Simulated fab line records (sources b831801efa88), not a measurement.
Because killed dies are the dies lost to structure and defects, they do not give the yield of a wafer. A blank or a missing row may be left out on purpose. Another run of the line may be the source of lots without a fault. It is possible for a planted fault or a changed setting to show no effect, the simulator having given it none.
fab line records | flow sky130
record lots=12 | wafers=36 | last-day=51
route steps=708 shown RES_XHIGH@341 LI_CONTACT@362 PAD_OPEN@708
lots untouched by any fault: they come from a run of this same line in which no faults occurred
start-h: the number of hours between the record's first day and the start of the first shown wafer of the lot | wait-h: hours elapsed since this lot's preceding step | " unchanged from the row above | L1.1+2: a row that stands for several wafers | - either no value or no given start | * or withheld: withheld | < > ~ a bound
route shown NAME@n: names a module that has steps shown in the file, with the first one's number in the route | usual: the fault-free wafers' mean and standard deviation | same: alike in all rows | chamber/n: place in a boat | sites: per-site readings | _std_site: the standard deviation of these | _edge_site: the outer-site mean with the inner-site mean subtracted | radius-mm: for every site, how far away it sits from the centre of the wafer | mask NAME#n: copy n | behind: tool/chamber where the wafer was last shaped | hold: cause of the lot's hold/its duration in hours/its outcome | device: whichever transistor did not switch (one of n, p or np) | end of line: tests run on the same wafers once the route is complete | where a step has no rows: the recipe by itself | killed: not the wafer's yield, but the dies lost to structure and defects at the first sort | map: per-die view of a wafer (x killed, . not killed, _ where there is no die)
set.NAME: the setting the step ran with; set.NAME@STEP: the setting that earlier step ran with | model.NAME: the simulator's own value behind a step, which no gauge read
route steps across a sampled set of lots; one table per step, one row per wafer
services: the hour from which a tool's chamber was out of use, counted from the record's first day as start-h (under 0 if before that day), plus the number of hours and why
## steps
# step SKY_RES_XHIGH_TW_MEAS_09
# usual RES_XHIGH_TW=1641/16
lot.wafer | tool          | chamber | start-h | wait-h | RES_XHIGH_TW
L315.1    | film-metro-03 | -       | 647.83  | 0.1    | 1635
L315.3    | "             | -       | "       | "      | 1627
L315.5    | "             | -       | "       | "      | 1625
L317.2    | film-metro-02 | -       | 648.74  | 0.1    | 1648
L317.5    | "             | -       | "       | "      | 1649
L317.6    | "             | -       | "       | "      | 1646
L324.1    | film-metro-02 | -       | 685.28  | 0.1    | 1640
L324.4    | "             | -       | "       | "      | 1637
L324.6    | "             | -       | "       | "      | 1632
L325.4    | film-metro-04 | -       | 694.86  | 0.1    | 1663
L325.5    | "             | -       | "       | "      | 1655
L325.6    | "             | -       | "       | "      | 1661
L327.1    | film-metro-04 | -       | 811.33  | 0.1    | 1650
L327.2    | "             | -       | "       | "      | 1655
L327.3    | "             | -       | "       | "      | 1654
L334.1    | film-metro-03 | -       | 812.53  | 0.1    | 1607
L334.2    | "             | -       | "       | "      | 1603
L334.6    | "             | -       | "       | "      | 1613
L329.3    | film-metro-04 | -       | 813.35  | 0.1    | 1651
L329.4    | "             | -       | "       | "      | 1654
L329.6    | "             | -       | "       | "      | 1651
L326.2    | film-metro-04 | -       | 813.64  | 0.1    | 1653
L326.4    | "             | -       | "       | "      | 1670
L326.6    | "             | -       | "       | "      | 1649
L332.4    | film-metro-03 | -       | 815.06  | 0.1    | 1606
L332.5    | "             | -       | "       | "      | 1614
L332.6    | "             | -       | "       | "      | 1613
L331.1    | film-metro-04 | -       | 815.83  | 0.1    | 1653
L331.5    | "             | -       | "       | "      | 1650
L331.6    | "             | -       | "       | "      | 1653
L335.2    | film-metro-03 | -       | 816.24  | 0.1    | 1609
L335.3    | "             | -       | "       | "      | 1613
L335.5    | "             | -       | "       | "      | 1618
L333.3    | film-metro-02 | -       | 820.90  | 0.1    | 1641
L333.4    | "             | -       | "       | "      | 1651
L333.5    | "             | -       | "       | "      | 1646
# step SKY_LI_CONTACT_HDPCVD_00
# recipe material=PSG | target-thk-nm=930 | sigma-open-frac=0.3 | time-s=155 | temp-c=600 | sih4-flow-sccm=60 | pressure-mtorr=6
lot.wafer  | tool      | chamber | start-h | wait-h
L315.1+3+5 | hdpcvd-02 | 2,1,1   | 676.18  | 0.0
L317.2+5+6 | hdpcvd-01 | 2,2,0   | 677.59  | 0.0
L324.1+4+6 | hdpcvd-01 | 1,1,0   | 714.55  | 0.0
L325.4+5+6 | hdpcvd-02 | 1,0,2   | 722.70  | 0.1
L327.1+2+3 | hdpcvd-02 | 0,1,2   | 836.80  | 0.0
L334.1+2+6 | hdpcvd-02 | 1,0,0   | 838.58  | 0.0
L329.3+4+6 | hdpcvd-01 | 2,1,2   | 839.40  | 0.0
L326.2+4+6 | hdpcvd-01 | 0,1,0   | 840.50  | 0.0
L332.4+5+6 | hdpcvd-01 | 2,1,0   | 841.76  | 0.1
L331.1+5+6 | hdpcvd-01 | 2,0,1   | 842.60  | 0.0
L335.2+3+5 | hdpcvd-02 | 0,2,0   | 843.11  | 0.0
L333.3+4+5 | hdpcvd-02 | 2,1,2   | 847.35  | 0.0
# step SKY_LI_CONTACT_THK_MEAS_01
# recipe reads=PSG_of_LI_CONTACT_HDPCVD_00
# usual LI_CONTACT_HDPCVD_THK=930/8.5
lot.wafer | tool          | chamber | start-h | wait-h | LI_CONTACT_HDPCVD_THK[nm]
L315.1    | film-metro-04 | -       | 676.28  | 0.1    | 933
L315.3    | "             | -       | "       | "      | 944
L315.5    | "             | -       | "       | "      | 926
L317.2    | film-metro-04 | -       | 677.71  | 0.1    | 926
L317.5    | "             | -       | "       | "      | 932
L317.6    | "             | -       | "       | "      | 936
L324.1    | film-metro-02 | -       | 714.65  | 0.1    | 940
L324.4    | "             | -       | "       | "      | 934
L324.6    | "             | -       | "       | "      | 933
L325.4    | film-metro-03 | -       | 722.78  | 0.0    | 935
L325.5    | "             | -       | "       | "      | 924
L325.6    | "             | -       | "       | "      | 922
L327.1    | film-metro-03 | -       | 836.90  | 0.1    | 929
L327.2    | "             | -       | "       | "      | 935
L327.3    | "             | -       | "       | "      | 931
L334.1    | film-metro-04 | -       | 838.68  | 0.1    | 940
L334.2    | "             | -       | "       | "      | 930
L334.6    | "             | -       | "       | "      | 931
L329.3    | film-metro-03 | -       | 839.52  | 0.1    | 927
L329.4    | "             | -       | "       | "      | 931
L329.6    | "             | -       | "       | "      | 922
L326.2    | film-metro-04 | -       | 840.62  | 0.1    | 770
L326.4    | "             | -       | "       | "      | 912
L326.6    | "             | -       | "       | "      | 773
L332.4    | film-metro-04 | -       | 841.84  | 0.0    | 920
L332.5    | "             | -       | "       | "      | 920
L332.6    | "             | -       | "       | "      | 766
L331.1    | film-metro-04 | -       | 842.70  | 0.1    | 919
L331.5    | "             | -       | "       | "      | 768
L331.6    | "             | -       | "       | "      | 913
L335.2    | film-metro-03 | -       | 843.22  | 0.1    | 920
L335.3    | "             | -       | "       | "      | 916
L335.5    | "             | -       | "       | "      | 918
L333.3    | film-metro-03 | -       | 847.47  | 0.1    | 935
L333.4    | "             | -       | "       | "      | 935
L333.5    | "             | -       | "       | "      | 931
# step SKY_LI_CONTACT_BOW_MEAS_03
# recipe mode=bow
# usual LI_CONTACT_BOW=56/6.9
lot.wafer | tool          | chamber | start-h | wait-h | LI_CONTACT_BOW[um]
L315.1    | film-metro-02 | -       | 676.89  | 0.2    | 62
L315.3    | "             | -       | "       | "      | 54
L315.5    | "             | -       | "       | "      | 59
L317.2    | film-metro-03 | -       | 678.08  | 0.2    | 52
L317.5    | "             | -       | "       | "      | 50
L317.6    | "             | -       | "       | "      | 58
L324.1    | film-metro-02 | -       | 715.01  | 0.1    | 70
L324.4    | "             | -       | "       | "      | 61
L324.6    | "             | -       | "       | "      | 56
L325.4    | film-metro-04 | -       | 723.17  | 0.3    | 56
L325.5    | "             | -       | "       | "      | 53
L325.6    | "             | -       | "       | "      | 59
L327.1    | film-metro-04 | -       | 837.26  | 0.2    | 59
L327.2    | "             | -       | "       | "      | 52
L327.3    | "             | -       | "       | "      | 49
L334.1    | film-metro-04 | -       | 839.04  | 0.2    | 49
L334.2    | "             | -       | "       | "      | 48
L334.6    | "             | -       | "       | "      | 50
L329.3    | film-metro-03 | -       | 839.90  | 0.2    | 61
L329.4    | "             | -       | "       | "      | 66
L329.6    | "             | -       | "       | "      | 58
L326.2    | film-metro-02 | -       | 840.99  | 0.3    | 57
L326.4    | "             | -       | "       | "      | 63
L326.6    | "             | -       | "       | "      | 60
L332.4    | film-metro-02 | -       | 842.23  | 0.3    | 64
L332.5    | "             | -       | "       | "      | 57
L332.6    | "             | -       | "       | "      | 52
L331.1    | film-metro-04 | -       | 843.06  | 0.1    | 53
L331.5    | "             | -       | "       | "      | 50
L331.6    | "             | -       | "       | "      | 57
L335.2    | film-metro-02 | -       | 843.62  | 0.2    | 60
L335.3    | "             | -       | "       | "      | 60
L335.5    | "             | -       | "       | "      | 68
L333.3    | film-metro-02 | -       | 847.85  | 0.1    | 50
L333.4    | "             | -       | "       | "      | 53
L333.5    | "             | -       | "       | "      | 48
# step SKY_LI_CONTACT_ETCH_15
# recipe target=PSG | chemistry=C4F8/O2/Ar | stop-on=Si | taper-deg=4.15 | mask-material=KrF-thick | source-w=1500 | bias-w=1200 | pressure-mtorr=40 | c4f8-flow-sccm=withheld | O2_flow_sccm=6 | Ar_flow_sccm=300 | time-s=withheld | target-depth-a=6000
# usual chamber-pressure-mTorr=40.00/0.038 | oes-product-au=0.837/0.0043
lot.wafer | tool        | chamber | start-h | wait-h | chamber-pressure-mTorr | oes-product-au
L315.1    | rie-diel-01 | 1       | 704.83  | 0.0    | 39.96                  | 0.842
L315.3    | "           | 3       | "       | "      | 39.98                  | 0.837
L315.5    | "           | 3       | "       | "      | 40.03                  | 0.830
L317.2    | rie-diel-01 | 0       | 706.73  | 0.0    | 39.98                  | 0.834
L317.5    | "           | 3       | "       | "      | 39.95                  | 0.832
L317.6    | "           | 0       | "       | "      | 39.98                  | 0.833
L324.1    | rie-diel-01 | 3       | 742.28  | 0.0    | 39.98                  | 0.835
L324.4    | "           | 3       | "       | "      | 40.03                  | 0.839
L324.6    | "           | 1       | "       | "      | 40.05                  | 0.841
L325.4    | rie-diel-02 | 0       | 751.03  | 0.0    | 40.06                  | 0.833
L325.5    | "           | 0       | "       | "      | 39.96                  | 0.842
L325.6    | "           | 1       | "       | "      | 39.98                  | 0.836
L327.1    | rie-diel-02 | 3       | 864.03  | 0.0    | 40.01                  | 0.833
L327.2    | "           | 0       | "       | "      | 40.04                  | 0.841
L327.3    | "           | 2       | "       | "      | 40.10                  | 0.826
L334.1    | rie-diel-02 | 3       | 865.68  | 0.0    | 39.99                  | 0.842
L334.2    | "           | 0       | "       | "      | 40.12                  | 0.838
L334.6    | "           | 0       | "       | "      | 40.02                  | 0.840
L329.3    | rie-diel-01 | 3       | 866.03  | 0.0    | 39.97                  | 0.835
L329.4    | "           | 1       | "       | "      | 40.07                  | 0.844
L329.6    | "           | 1       | "       | "      | 40.08                  | 0.840
L326.2    | rie-diel-02 | 3       | 867.33  | 0.0    | 39.95                  | 0.703
L326.4    | "           | 2       | "       | "      | 40.00                  | 0.837
L326.6    | "           | 0       | "       | "      | 39.98                  | 0.715
L332.4    | rie-diel-01 | 0       | 868.28  | 0.0    | 39.98                  | 0.837
L332.5    | "           | 3       | "       | "      | 39.98                  | 0.838
L332.6    | "           | 2       | "       | "      | 40.01                  | 0.719
L331.1    | rie-diel-01 | 1       | 869.23  | 0.0    | 40.02                  | 0.837
L331.5    | "           | 3       | "       | "      | 39.98                  | 0.714
L331.6    | "           | 2       | "       | "      | 39.93                  | 0.849
L335.2    | rie-diel-02 | 0       | 870.08  | 0.0    | 39.99                  | 0.841
L335.3    | "           | 3       | "       | "      | 40.00                  | 0.834
L335.5    | "           | 2       | "       | "      | 39.99                  | 0.841
L333.3    | rie-diel-02 | 3       | 873.75  | 0.0    | 40.01                  | 0.839
L333.4    | "           | 2       | "       | "      | 39.96                  | 0.832
L333.5    | "           | 0       | "       | "      | 39.97                  | 0.845
# step SKY_LI_CONTACT_SPUTTER_19
# recipe material=Ti | target-thk-nm=20 | chamber-pressure-pa=5 | power-w=2500 | substrate-temp-c=200 | time-s=106.37
# usual throttle-valve-pct=30.2/0.93
lot.wafer | tool           | chamber | start-h | wait-h | throttle-valve-pct
L315.1    | pvd-sputter-01 | -       | 705.21  | 0.0    | 29.7
L315.3    | "              | -       | "       | "      | 30.6
L315.5    | "              | -       | "       | "      | 30.5
L317.2    | pvd-sputter-01 | -       | 707.11  | 0.0    | 30.9
L317.5    | "              | -       | "       | "      | 30.6
L317.6    | "              | -       | "       | "      | 29.9
L324.1    | pvd-sputter-02 | -       | 742.66  | 0.0    | 29.8
L324.4    | "              | -       | "       | "      | 31.4
L324.6    | "              | -       | "       | "      | 29.2
L325.4    | pvd-sputter-01 | -       | 751.41  | 0.0    | 29.1
L325.5    | "              | -       | "       | "      | 30.5
L325.6    | "              | -       | "       | "      | 29.1
L327.1    | pvd-sputter-04 | -       | 864.41  | 0.0    | 29.8
L327.2    | "              | -       | "       | "      | 29.1
L327.3    | "              | -       | "       | "      | 32.0
L334.1    | pvd-sputter-01 | -       | 866.06  | 0.0    | 31.0
L334.2    | "              | -       | "       | "      | 30.8
L334.6    | "              | -       | "       | "      | 29.3
L329.3    | pvd-sputter-04 | -       | 866.41  | 0.0    | 32.0
L329.4    | "              | -       | "       | "      | 28.9
L329.6    | "              | -       | "       | "      | 29.4
L326.2    | pvd-sputter-01 | -       | 867.71  | 0.0    | 31.2
L326.4    | "              | -       | "       | "      | 29.5
L326.6    | "              | -       | "       | "      | 30.8
L332.4    | pvd-sputter-02 | -       | 868.66  | 0.0    | 29.1
L332.5    | "              | -       | "       | "      | 29.0
L332.6    | "              | -       | "       | "      | 31.4
L331.1    | pvd-sputter-01 | -       | 869.62  | 0.0    | 31.0
L331.5    | "              | -       | "       | "      | 31.0
L331.6    | "              | -       | "       | "      | 29.6
L335.2    | pvd-sputter-04 | -       | 870.46  | 0.0    | 29.9
L335.3    | "              | -       | "       | "      | 31.9
L335.5    | "              | -       | "       | "      | 29.0
L333.3    | pvd-sputter-04 | -       | 874.17  | 0.0    | 31.9
L333.4    | "              | -       | "       | "      | 30.3
L333.5    | "              | -       | "       | "      | 31.8
# step SKY_PAD_OPEN_PROBE_99
# usual killed_at_M0_to_M3=42/7.3 | killed_at_M4_up=3.4/2 | killed-at-contacts=24/5.6 | killed-at-front-end=16/4.5 | killed-at-other=0.2/0.51 | killed-dies=86/9.8 | killed-on-rim=17/3.8 | killed-open=46/7 | killed-short=40/6.7
# same gross-dies=492 | killed-at-back-side=0
lot.wafer | tool      | chamber | start-h | wait-h | killed_at_M0_to_M3 | killed_at_M4_up | killed-at-contacts | killed-at-front-end | killed-at-other | killed-dies | killed-on-rim | killed-open | killed-short
L317.2    | prober-02 | -       | 1103.92 | 0.1    | 44                 | 2               | 25                 | 12                  | 1               | 84          | 16            | 44          | 40
L317.5    | prober-02 | -       | 1104.07 | 0.2    | 41                 | 1               | 29                 | 14                  | 0               | 85          | 18            | 42          | 43
L317.6    | prober-02 | -       | 1104.12 | 0.2    | 28                 | 2               | 23                 | 23                  | 0               | 76          | 23            | 40          | 36
L325.4    | prober-01 | -       | 1127.95 | 0.2    | 34                 | 2               | 28                 | 20                  | 0               | 84          | 10            | 39          | 45
L325.5    | prober-01 | -       | 1128.00 | 0.2    | 35                 | 5               | 24                 | 19                  | 0               | 83          | 14            | 43          | 40
L325.6    | prober-01 | -       | 1128.05 | 0.2    | 55                 | 0               | 32                 | 15                  | 0               | 102         | 20            | 52          | 50
L327.1    | prober-02 | -       | 1210.01 | 0.1    | 23                 | 3               | 29                 | 22                  | 0               | 77          | 14            | 44          | 33
L327.2    | prober-02 | -       | 1210.06 | 0.1    | 34                 | 2               | 27                 | 19                  | 0               | 82          | 14            | 44          | 38
L327.3    | prober-02 | -       | 1210.11 | 0.2    | 49                 | 6               | 18                 | 23                  | 0               | 96          | 18            | 44          | 51
L326.2    | prober-01 | -       | 1213.06 | 0.1    | 28                 | 6               | 39                 | 16                  | 1               | 90          | 24            | 42          | 35
L326.4    | prober-01 | -       | 1213.16 | 0.2    | 47                 | 7               | 28                 | 9                   | 0               | 91          | 22            | 46          | 44
L326.6    | prober-01 | -       | 1213.26 | 0.2    | 48                 | 5               | 38                 | 14                  | 0               | 105         | 31            | 46          | 46
L332.4    | prober-01 | -       | 1214.01 | 0.2    | 36                 | 4               | 27                 | 10                  | 0               | 77          | 15            | 33          | 44
L332.5    | prober-01 | -       | 1214.06 | 0.2    | 43                 | 7               | 22                 | 15                  | 0               | 87          | 17            | 43          | 44
L332.6    | prober-01 | -       | 1214.11 | 0.2    | 42                 | 7               | 30                 | 14                  | 0               | 93          | 26            | 40          | 43
L331.1    | prober-02 | -       | 1214.51 | 0.1    | 28                 | 1               | 31                 | 12                  | 0               | 72          | 9             | 40          | 32
L331.5    | prober-02 | -       | 1214.71 | 0.2    | 43                 | 3               | 34                 | 12                  | 0               | 92          | 30            | 42          | 39
L331.6    | prober-02 | -       | 1214.76 | 0.2    | 43                 | 3               | 25                 | 17                  | 0               | 88          | 21            | 51          | 37
L335.2    | prober-01 | -       | 1215.45 | 0.1    | 41                 | 5               | 32                 | 23                  | 1               | 102         | 20            | 58          | 44
L335.3    | prober-01 | -       | 1215.50 | 0.2    | 33                 | 7               | 20                 | 17                  | 0               | 77          | 18            | 43          | 34
L335.5    | prober-01 | -       | 1215.60 | 0.2    | 38                 | 2               | 20                 | 20                  | 0               | 80          | 18            | 43          | 35
# killed by level:class
L317.2 CONTACT:geometric-particle:open=12 VIA1:geometric-particle:short=8 VIA1:geometric-particle:open=8 VIA2:geometric-particle:open=7 VIA3:geometric-particle:open=6 LI_CONTACT:geometric-particle:open=5 CONTACT:geometric-particle:short=5 METAL1:geometric-particle:short=5
L317.5 VIA1:geometric-particle:open=9 CONTACT:geometric-particle:open=8 CONTACT:geometric-particle:short=8 LI_CONTACT:geometric-particle:open=5 VIA2:geometric-particle:open=5 VIA2:geometric-particle:short=5 VIA3:geometric-particle:open=5 LI_CONTACT:geometric-particle:short=4
L317.6 FIELD_ISO:geometric-particle:short=7 CONTACT:geometric-particle:open=7 VIA1:geometric-particle:open=7 FIELD_ISO:geometric-particle:open=5 LI_CONTACT:geometric-particle:open=5 LOCAL_INTERCONNECT:geometric-particle:short=4 METAL1:geometric-particle:short=4 VIA2:geometric-particle:open=3
L325.4 CONTACT:geometric-particle:short=9 CONTACT:geometric-particle:open=8 VIA1:geometric-particle:open=8 FIELD_ISO:geometric-particle:short=6 METAL2:geometric-particle:short=6 VIA3:geometric-particle:open=6 FIELD_ISO:geometric-particle:open=4 POLY_GATE:geometric-particle:open=4
L325.5 LI_CONTACT:geometric-particle:open=13 FIELD_ISO:geometric-particle:short=6 VIA2:geometric-particle:open=6 CONTACT:geometric-particle:open=5 METAL2:geometric-particle:short=5 FIELD_ISO:geometric-particle:open=4 POLY_GATE:geometric-particle:short=4 METAL1:geometric-particle:short=4
L325.6 VIA3:geometric-particle:open=11 LI_CONTACT:geometric-particle:open=10 METAL1:geometric-particle:short=10 METAL2:geometric-particle:short=10 CONTACT:geometric-particle:open=9 VIA1:geometric-particle:open=9 CONTACT:geometric-particle:short=6 FIELD_ISO:geometric-particle:open=4
L327.1 LI_CONTACT:geometric-particle:open=10 CONTACT:geometric-particle:open=9 FIELD_ISO:geometric-particle:open=6 VIA2:geometric-particle:open=6 POLY_GATE:geometric-particle:short=5 FIELD_ISO:geometric-particle:short=4 CONTACT:geometric-particle:short=4 VIA1:geometric-particle:open=4
L327.2 METAL2:geometric-particle:short=10 LI_CONTACT:geometric-particle:open=9 CONTACT:geometric-particle:open=6 VIA1:geometric-particle:open=6 VIA3:geometric-particle:open=6 LOCAL_INTERCONNECT:geometric-particle:short=5 POLY_GATE:geometric-particle:open=4 POLY_GATE:geometric-particle:short=3
L327.3 VIA1:geometric-particle:open=14 METAL2:geometric-particle:short=11 POLY_GATE:geometric-particle:short=9 VIA3:geometric-particle:open=8 LI_CONTACT:geometric-particle:open=5 LOCAL_INTERCONNECT:geometric-particle:short=5 VIA2:geometric-particle:short=4 FIELD_ISO:geometric-particle:open=3
L326.2 LI_CONTACT:area-hdpcvd=13 LI_CONTACT:geometric-particle:open=8 CONTACT:geometric-particle:open=8 VIA1:geometric-particle:open=8 VIA2:geometric-particle:open=7 POLY_GATE:geometric-particle:short=6 CONTACT:geometric-particle:short=5 FIELD_ISO:geometric-particle:short=4
L326.4 VIA1:geometric-particle:open=11 VIA3:geometric-particle:open=9 LI_CONTACT:geometric-particle:open=7 VIA2:geometric-particle:open=7 LOCAL_INTERCONNECT:geometric-particle:short=6 LI_CONTACT:geometric-particle:short=5 CONTACT:geometric-particle:short=5 CONTACT:geometric-particle:open=4
L326.6 LI_CONTACT:area-hdpcvd=13 CONTACT:geometric-particle:open=11 VIA2:geometric-particle:open=10 LI_CONTACT:geometric-particle:open=8 VIA1:geometric-particle:short=6 VIA1:geometric-particle:open=6 METAL2:geometric-particle:short=6 VIA3:geometric-particle:short=6
L332.4 LOCAL_INTERCONNECT:geometric-particle:short=8 CONTACT:geometric-particle:open=7 CONTACT:geometric-particle:short=7 VIA1:geometric-particle:open=7 METAL1:geometric-particle:short=6 VIA3:geometric-particle:open=5 VIA2:geometric-particle:open=4 FIELD_ISO:geometric-particle:short=3
L332.5 CONTACT:geometric-particle:open=9 VIA1:geometric-particle:open=7 VIA3:geometric-particle:open=7 VIA1:geometric-particle:short=6 LI_CONTACT:geometric-particle:open=6 METAL2:geometric-particle:short=6 METAL4:geometric-particle:short=5 POLY_GATE:geometric-particle:short=4
L332.6 LI_CONTACT:area-hdpcvd=10 VIA2:geometric-particle:open=9 POLY_GATE:geometric-particle:short=7 VIA3:geometric-particle:open=7 LI_CONTACT:geometric-particle:open=6 METAL4:geometric-particle:short=6 METAL2:geometric-particle:short=6 CONTACT:geometric-particle:short=5
L331.1 LI_CONTACT:geometric-particle:open=11 CONTACT:geometric-particle:open=8 VIA1:geometric-particle:open=8 LOCAL_INTERCONNECT:geometric-particle:short=4 CONTACT:geometric-particle:short=4 METAL1:geometric-particle:short=4 FIELD_ISO:geometric-particle:open=3 LI_CONTACT:geometric-particle:short=3
L331.5 LI_CONTACT:area-hdpcvd=11 VIA3:geometric-particle:open=9 CONTACT:geometric-particle:open=9 VIA1:geometric-particle:open=9 VIA3:geometric-particle:short=5 METAL2:geometric-particle:short=5 VIA2:geometric-particle:open=5 LI_CONTACT:geometric-particle:short=4
L331.6 VIA1:geometric-particle:open=12 METAL2:geometric-particle:short=9 LI_CONTACT:geometric-particle:open=8 LOCAL_INTERCONNECT:geometric-particle:short=6 CONTACT:geometric-particle:open=6 VIA2:geometric-particle:open=5 VIA3:geometric-particle:short=5 VIA3:geometric-particle:open=5
L335.2 LI_CONTACT:geometric-particle:open=15 VIA2:geometric-particle:open=8 POLY_GATE:geometric-particle:short=7 LOCAL_INTERCONNECT:geometric-particle:short=7 CONTACT:geometric-particle:open=6 VIA3:geometric-particle:open=6 VIA1:geometric-particle:open=6 METAL3:geometric-particle:short=5
L335.3 CONTACT:geometric-particle:open=9 VIA3:geometric-particle:open=8 METAL4:geometric-particle:short=6 FIELD_ISO:geometric-particle:open=5 VIA1:geometric-particle:open=5 VIA3:geometric-particle:short=5 POLY_GATE:geometric-particle:short=4 CONTACT:geometric-particle:short=4
L335.5 VIA2:geometric-particle:open=8 VIA3:geometric-particle:open=7 LI_CONTACT:geometric-particle:open=6 LOCAL_INTERCONNECT:geometric-particle:short=6 FIELD_ISO:geometric-particle:short=5 CONTACT:geometric-particle:open=5 VIA1:geometric-particle:open=5 METAL1:geometric-particle:short=4
## services
tool           | chamber | start-h | hours | kind
hdpcvd-01      | 0       | 665.75  | -     | clean
hdpcvd-01      | 1       | 665.75  | -     | clean
hdpcvd-01      | 2       | 665.75  | -     | clean
hdpcvd-02      | -       | 669.10  | 5.9   | repair
rie-diel-02    | 0       | 676.63  | 6.0   | repair
hdpcvd-01      | -       | 678.90  | 1.1   | repair
pvd-sputter-02 | -       | 706.70  | 1.5   | repair
pvd-sputter-01 | 2       | 707.06  | -     | consumable-replace:kit
pvd-sputter-01 | 2       | 707.06  | 18.0  | scheduled-down
pvd-sputter-01 | 2       | 707.06  | 18.0  | vent-cycle
rie-diel-02    | -       | 713.73  | 0.7   | repair
hdpcvd-01      | 0       | 732.91  | 5.2   | repair
rie-diel-01    | 0       | 740.75  | 9.9   | repair
rie-diel-02    | 3       | 755.36  | -     | clean
rie-diel-02    | 3       | 755.36  | 20.9  | scheduled-down
rie-diel-02    | 3       | 755.36  | 20.9  | vent-cycle
hdpcvd-02      | -       | 756.63  | 5.5   | pm
pvd-sputter-02 | -       | 760.18  | 3.9   | repair
hdpcvd-01      | 0       | 774.59  | 14.3  | repair
hdpcvd-01      | -       | 785.96  | 0.8   | repair
pvd-sputter-02 | -       | 817.16  | 2.9   | repair
rie-diel-02    | 1       | 819.21  | 2.2   | repair
pvd-sputter-02 | -       | 854.01  | 5.1   | repair
hdpcvd-01      | -       | 857.83  | 0.5   | repair
## key
first-sign step=SKY_LI_CONTACT_THK_MEAS_01 | reading=LI_CONTACT_HDPCVD_THK | direction=down | sigmas=19 | usual=930 | struck=769
effect step=SKY_LI_CONTACT_ETCH_15 | reading=oes-product-au | direction=down | sigmas=29 | usual=0.837 | struck=0.713
effect step=SKY_PAD_OPEN_PROBE_99 | reading=killed-at-contacts | direction=up | sigmas=1.9 | usual=24 | struck=35 | wafers-moved=2
met-at SKY_LI_CONTACT_HDPCVD_00
struck-lots L326,L331,L332
struck-wafers L326.2,L326.6,L331.5,L332.6
tester-left-out L326,L331,L332
not-acting-at SKY_RES_XHIGH_TW_MEAS_09,SKY_LI_CONTACT_BOW_MEAS_03,SKY_LI_CONTACT_SPUTTER_19
onset-between 714.55 840.50
fault kind=site-profile-drift | tool=hdpcvd-01 | chamber=0 | onset-h=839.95 | steps=SKY_LI_CONTACT_HDPCVD_00 | basis=fraction | max-abs-drift=0.3882 | slope-share-per-hr=86.267 | site-pattern=0,0,0,0,0,-1,-1,-1,-1
# tester-left-out: of these lots the tester's yield and bins aren't shown, on N5 and GAA mostly nor the transistor test; their killed dies are dies lost to structure and defects alone, not to doping, threshold or leakage, so they don't give the yield
